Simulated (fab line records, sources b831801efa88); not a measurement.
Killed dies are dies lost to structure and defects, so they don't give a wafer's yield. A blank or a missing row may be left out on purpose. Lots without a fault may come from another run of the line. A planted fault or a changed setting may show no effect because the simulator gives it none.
A struck lot beside a sound one | flow gf180mcu | 15 steps out of a route of 602
Sound: wafers L737.2, L737.3, L737.6. Struck: wafers L749.2, L749.4, L749.5. The cause comes at the end.
At each step with rows: each side's tool, then ch and its chambers, then its first start. Under that, the readings that differ: sound wafers | struck wafers | difference of the means | sigmas: that difference in standard deviations of wafers without a fault.
alike: readings whose means differ by less than 2 such deviations, and words and numbers that are the same on both sides. not compared: withheld readings, readings that some wafer has no value for, bounds like >300 that may hide the same value, and numbers for which the record gives no deviation and whose values overlap.
The two part at a step that has a row with sigmas, a row that says differs or no value, or rows on one side only. Numbers that don't overlap but have no deviation are shown without sigmas and don't part them. A reading that every wafer of one side lacks parts them only if that side has two wafers or more.

GF_V3_CD_MEAS_14: target cd 260 nm.
  sound on cd_sem-02, day 23 10:13; struck on cd_sem-01, day 27 11:07
  reading    | sound             | struck            | difference | sigmas
  cd_nm (nm) | 260.4 261.1 261.2 | 258.7 257.4 257.4 | -3.1       | -2
GF_V3_OVL_MEAS_15:
  sound on overlay-01, day 23 10:19; struck on overlay-02, day 27 11:13
  alike: V3_OVL
then, 1 step without rows for these wafers: GF_V3_ETCH_16 (etches BARC in N2/H2).
GF_V3_ETCH_17: etches SiO2 in C4F8/O2/Ar, stops on TiN, target depth 635 nm.
  sound on rie_diel-02 ch 1,2,3; struck on rie_diel-01 ch 0,1,2
  alike: oes_product_au
GF_V3_STRIP_18: strips in O2/N2.
  sound on plasma_asher-03 ch 0, day 23 10:29; struck on plasma_asher-04 ch 0,1, day 27 11:23
  alike: drypump_motor_current_A, heater_power_w, oes_product_au
  not compared: rf_hours_counter_h
then, 2 steps without rows for these wafers: GF_V3_STRIP_19 (strips in post etch residue remover, time 1200 s); GF_V3_CLEAN_20 (cleans in DIW).
GF_V3_SPUTTER_21: material Ti, target thk 15 nm, time 80.02 s.
  sound on pvd_sputter-03, day 23 11:01; struck on pvd_sputter-01, day 27 11:55
  alike: chamber_pressure_pa, throttle_valve_pct
GF_V3_SPUTTER_22: material TiN, target thk 10 nm, time 40 s.
  sound on pvd_sputter-03, day 23 11:05; struck on pvd_sputter-01, day 27 11:59
  alike: chamber_pressure_pa, throttle_valve_pct
GF_V3_CVD_23: deposits W, target thk 350 nm, time 104.9 s.
  sound on cvd_w-01 ch 0,1, day 23 11:07; struck on cvd_w-01 ch 0,1, day 27 12:01
  alike: heater_power_w
GF_V3_RS_MEAS_24: measures by four-point-probe.
  sound on film_metro-02, day 23 11:15; struck on film_metro-04, day 27 12:09
  alike: V3_W_RS
GF_V3_THK_MEAS_25: measures by xrf.
  sound on film_metro-02, day 23 11:22; struck on film_metro-04, day 27 12:16
  alike: V3_W_THK
GF_V3_CMP_26: polishes, stops on SiO2, t overpolish 15 s, target thk 0 nm.
  sound on cmp-02 ch 0,1, day 23 11:25; struck on cmp-01 ch 0,1,2, day 27 12:22
  reading                | sound                | struck               | difference | sigmas
  overpolish_run_s (s)   | 15.002 15.000 14.999 | 17.574 17.566 17.582 | +2.574     | +99 or more
  t_overpolish_s (s)     | 15 15 15             | 17.569 17.569 17.569 | +2.569     |
  time_to_endpoint_s (s) | 82 86 85             | 91 95 92             | +8         | +2
  alike: motor_current_A, platen_rpm
then, 1 step without rows for these wafers: GF_M4_SPUTTER_00 (material Ti, target thk 37.5 nm, time 150 s).
-- the record jumps here: 6 days lie between the struck wafers' starts before and after (it left off in module M4 and takes up again in module PASSIVATION, whose first step shown is number 602 of the route) --
GF_PASSIVATION_PROBE_99:
  the record has rows for the struck wafers here (prober-02, day 33 04:56) and none for the sound ones

WHERE THEY PART
First at GF_V3_CD_MEAS_14; last, within this record, at GF_PASSIVATION_PROBE_99.

WHY: what the simulator had put in
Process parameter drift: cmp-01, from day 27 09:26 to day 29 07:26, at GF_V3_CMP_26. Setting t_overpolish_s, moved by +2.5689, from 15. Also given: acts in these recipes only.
